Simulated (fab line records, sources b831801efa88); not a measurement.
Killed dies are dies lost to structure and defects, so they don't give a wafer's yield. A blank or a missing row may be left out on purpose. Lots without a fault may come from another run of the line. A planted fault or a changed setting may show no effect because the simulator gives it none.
Split-lot experiment | flow sfq_line | 5 lots, 23 wafers read, on a route of 325 steps

THE SPLIT
At SFQ_TRILAYER_M6_LITHO_PEB_162 (peb time 60 s), the setting peb_temp_c was moved away from the recipe's 115 C on 9 of the 23 wafers read, by -2.9% to +2.8%. The other wafers ran this setting at the recipe's value.

FROM THE SPLIT TO THE READING: what the file shows between them, 1 step
- SFQ_TRILAYER_M6_LITHO_DEVELOP_161: time 60 s

THE READING
M6.cd_nm (the simulator's own value, which no gauge read), in nm, at SFQ_TRILAYER_M6_BARC_OPEN_METAL_ETCH_206 (etches BARC in O2, target depth 125 nm, time 41.7 s). The file gives no usual value for it. The 14 wafers here that ran the recipe average 500.0 nm, standard deviation 1.3 nm.

wafer  | tool, chamber at the split | peb_temp_c as run, C | against the recipe | M6.cd_nm, nm | against lot-mates on the recipe
L077.1 | litho_track-03, 0          | 118.2                | +2.8%              | 448.3        | -51.5
L077.2 | litho_track-03, 0          | 118.2                | +2.8%              | 449.6        | -50.2
L077.3 | litho_track-03, 0          | 115                  | recipe             | 499.9        | -
L077.4 | litho_track-03, 0          | 115                  | recipe             | 499.8        | -
L077.6 | litho_track-03, 0          | 115                  | recipe             | 499.8        | -
L078.1 | litho_track-03, 0          | 115                  | recipe             | 498.5        | -
L078.2 | litho_track-03, 0          | 115                  | recipe             | 498.4        | -
L078.3 | litho_track-03, 0          | 118.2                | +2.8%              | 447.8        | -50.6
L078.5 | litho_track-03, 0          | 118.2                | +2.8%              | 448          | -50.4
L078.6 | litho_track-03, 0          | 118.2                | +2.8%              | 447.9        | -50.6
L079.1 | litho_track-04, 0          | 115                  | recipe             | 498.9        | -
L079.2 | litho_track-04, 0          | 117.8                | +2.4%              | 456.6        | -43.3
L079.3 | litho_track-04, 0          | 117.8                | +2.4%              | 453.8        | -46.1
L079.4 | litho_track-04, 0          | 115                  | recipe             | 501.8        | -
L079.6 | litho_track-04, 0          | 115                  | recipe             | 499.1        | -
L082.1 | litho_track-02, 0          | 115                  | recipe             | 502.1        | -
L082.3 | litho_track-02, 0          | 115                  | recipe             | 498.2        | -
L082.4 | litho_track-02, 0          | 115                  | recipe             | 502.2        | -
L082.5 | litho_track-02, 0          | 111.7                | -2.9%              | 566          | +65.2
L082.6 | litho_track-02, 0          | 111.7                | -2.9%              | 570          | +69.2
L084.1 | litho_track-03, 0          | 115                  | recipe             | 500.6        | -
L084.4 | litho_track-03, 0          | 115                  | recipe             | 501.3        | -
L084.5 | litho_track-03, 0          | 115                  | recipe             | 499.9        | -

THE FIT
A straight line over all 23 wafers: M6.cd_nm changes by -20.2 nm for each +1% of peb_temp_c; r = -0.99; the points scatter about the line by 3.5 nm.
The same after taking each lot's own level away (the mean of its wafers on the recipe; 23 wafers): -20 nm for each +1%; r = -0.99; scatter 3.5 nm.
On that fit, the largest move of peb_temp_c shifts the reading by 57 nm.
The lots' own levels span 498.45 to 500.83 nm, that is 1.8 times the standard deviation above.
So the lot-to-lot level changes the slope little: the two slopes agree.
Check: with one of the wafers moved furthest among these (-2.9%) left out of the fit, the line predicts +57.7 nm for it against its lot-mates. It came out at +65.2 nm against them.

THE FILE'S OWN FIT
M6.cd_nm changes by -19.7 nm for each +1% of peb_temp_c, r = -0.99.
